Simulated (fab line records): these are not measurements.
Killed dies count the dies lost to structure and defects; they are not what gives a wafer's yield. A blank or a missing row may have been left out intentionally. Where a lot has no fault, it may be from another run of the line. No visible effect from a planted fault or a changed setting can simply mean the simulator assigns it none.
Which of the tools did it?	flow sky130	13 lots with 39 wafers sampled at 5 steps, on a route of 708 steps

== WHAT THE GAUGES READ, wafer by wafer ==
SKY_SONOS_ONO_THK_MEAS_05. Usual: for SONOS_ONO_CVD_04_THK the level is 5.70 nm and the standard deviation is 0.09.
lot	measured	on	SONOS_ONO_CVD_04_THK (nm)	flag
L186	day 11 13:58	film metro-03	5.62 5.59 5.56	
L187	day 11 23:13	film metro-03	5.72 5.79 5.71	
L188	day 12 10:25	film metro-01	5.64 5.73 5.58	
L189	day 12 20:46	film metro-03	5.58 5.68 5.76	
L191	day 13 15:17	film metro-01	5.76 5.77 5.76	
L192	day 13 16:52	film metro-02	5.73 5.68 5.66	
L193	day 13 22:44	film metro-03	5.81 5.78 5.80	
L195	day 14 16:40	film metro-01	5.81 5.72 5.92	
L196	day 15 06:03	film metro-02	5.76 5.77 5.80	
L206	day 18 12:53	film metro-01	5.66 5.74 5.66	
L207	day 18 15:21	film metro-03	5.66 5.65 5.73	
L208	day 18 20:09	film metro-01	5.64 5.70 5.68	
L209	day 19 09:13	film metro-03	5.66 5.72 5.66	

SKY_RES_PROTECT_TW_MEAS_08. Usual: for POLY_GATE_TW the level is 4027 and the standard deviation is 45.
lot	measured	on	POLY_GATE_TW	flag
L186	day 15 00:26	film metro-02	3981 3991 3975	
L187	day 15 11:14	film metro-01	4068 4073 4070	
L188	day 15 21:07	film metro-02	4003 3977 3984	
L189	day 16 10:37	film metro-01	4092 4072 4067	
L191	day 17 05:57	film metro-04	4014 3992 3996	
L192	day 17 08:46	film metro-02	4031 4018 4003	
L193	day 17 16:50	film metro-04	3982 3973 3983	
L195	day 18 13:23	film metro-02	3996 3995 4005	
L196	day 19 04:46	film metro-04	4010 4006 4018	
L206	day 22 14:25	film metro-01	4102 4100 4069	
L207	day 22 15:08	film metro-02	4020 4024 4011	
L208	day 22 20:57	film metro-02	3991 3985 3986	
L209	day 23 12:32	film metro-01	4049 4079 4090	

SKY_POLY_GATE_THK_MEAS_04. Usual: for POLY_GATE_CVD_03_THK the level is 74.9 nm and the standard deviation is 0.82.
lot	measured	on	POLY_GATE_CVD_03_THK (nm)	flag
L186	day 15 01:53	film metro-02	77.1 76.6 77.0	
L187	day 15 13:05	film metro-04	74.3 73.9 74.2	
L188	day 16 02:14	film metro-03	74.3 74.5 74.2	
L189	day 16 12:07	film metro-03	74.6 74.5 74.7	
L191	day 17 08:16	film metro-04	74.9 75.4 75.1	
L192	day 17 12:38	film metro-02	74.8 74.8 74.9	
L193	day 17 19:21	film metro-03	74.8 73.9 73.9	
L195	day 18 15:23	film metro-02	75.3 75.5 75.1	
L196	day 19 06:52	film metro-02	73.2 74.2 73.4	
L206	day 22 15:53	film metro-04	74.6 74.1 74.0	
L207	day 22 17:16	film metro-04	75.5 75.4 75.4	
L208	day 22 23:06	film metro-02	75.2 75.4 75.3	
L209	day 23 14:50	film metro-04	75.9 75.5 75.5	

SKY_LDD_P_CD_MEAS_07: target cd 380 nm. Usual: cd nm 379.4 nm, standard deviation 2.5.
lot	measured	on	cd nm (nm)	flag
L186	day 18 19:05	cd sem-02	380.6 378.2 380.6	
L187	day 19 07:56	cd sem-01	379.5 379.5 380.1	
L188	day 20 00:10	cd sem-02	379.6 377.8 378.7	
L189	day 20 12:11	cd sem-01	378.3 379.6 377.5	
L191	day 21 06:14	cd sem-01	383.0 383.5 383.1	
L192	day 21 11:59	cd sem-01	379.0 379.3 379.3	
L193	day 21 18:08	cd sem-01	381.0 380.7 379.7	
L195	day 22 13:55	cd sem-01	409.6 383.9 382.6	OFF
L196	day 23 05:36	cd sem-01	402.2 402.8 374.1	OFF
L206	day 26 11:54	cd sem-02	381.5 379.8 379.6	
L207	day 26 13:56	cd sem-02	377.4 376.4 378.5	
L208	day 26 18:00	cd sem-02	378.1 379.6 379.7	
L209	day 27 11:09	cd sem-01	379.4 378.1 379.9	

== WHICH TOOL RAN EACH LOT (tool, then ch and the chambers of the sampled wafers, then the start) ==
lot	SKY_LDD_P_DEVELOP_06
L186	litho track-02 ch 0, day 18 18:56
L187	litho track-02 ch 0, day 19 07:47
L188	litho track-02 ch 0, day 20 00:02
L189	litho track-03 ch 0, day 20 12:03
L191	litho track-01 ch 0, day 21 06:05
L192	litho track-03 ch 0, day 21 11:51
L193	litho track-02 ch 0, day 21 17:59
L195	litho track-02 ch 0, day 22 13:47
L196	litho track-02 ch 0, day 23 05:27
L206	litho track-02 ch 0, day 26 11:45
L207	litho track-02 ch 0, day 26 13:48
L208	litho track-01 ch 0, day 26 17:47
L209	litho track-03 ch 0, day 27 11:00
- SKY_LDD_P_DEVELOP_06: develop time 60 s.

== AS READ BY THE TOOLS THEMSELVES (means over the sampled wafers that have a number; for cases with no such wafer, the mark the record gives instead) ==
SKY_LDD_P_DEVELOP_06. Usual: exhaust pa 45.1 Pa, standard deviation 0.85.
lot	tool	exhaust pa (Pa)	flag
L186	litho track-02	44.6	
L187	litho track-02	46.1	
L188	litho track-02	46.0	
L189	litho track-03	44.2	
L191	litho track-01	45.0	
L192	litho track-03	44.3	
L193	litho track-02	46.0	
L195	litho track-02	44.4	
L196	litho track-02	44.6	
L206	litho track-02	45.0	
L207	litho track-02	45.4	
L208	litho track-01	44.4	
L209	litho track-03	44.8	

== THE ANSWER, worked out from the rows above alone ==
Rule: a lot is off if the mean of its wafers that have a number lies more than 3 standard deviations from the usual mean. A lot without any number at a reading at which 4 lots or more have one is off too. All remaining lots with rows at the step are treated as sound. Order of review: gauges by route order, followed by the tools' own readings, for which a lot's mean as printed above is used. At the first step where some lot is off, the reading lying furthest off is the one used; lots without a number count as furthest.
Off: L195, L196, at SKY_LDD_P_CD_MEAS_07 (cd nm).
If a tool, at a process step before that reading, ran all the lots that are off and no sound lot after the first of them, it fits. The gauges at SKY_LDD_P_CD_MEAS_07 are tried like those tools. Not one of the candidates tried fits.

== WHAT THE SIMULATOR HAD INSERTED ==
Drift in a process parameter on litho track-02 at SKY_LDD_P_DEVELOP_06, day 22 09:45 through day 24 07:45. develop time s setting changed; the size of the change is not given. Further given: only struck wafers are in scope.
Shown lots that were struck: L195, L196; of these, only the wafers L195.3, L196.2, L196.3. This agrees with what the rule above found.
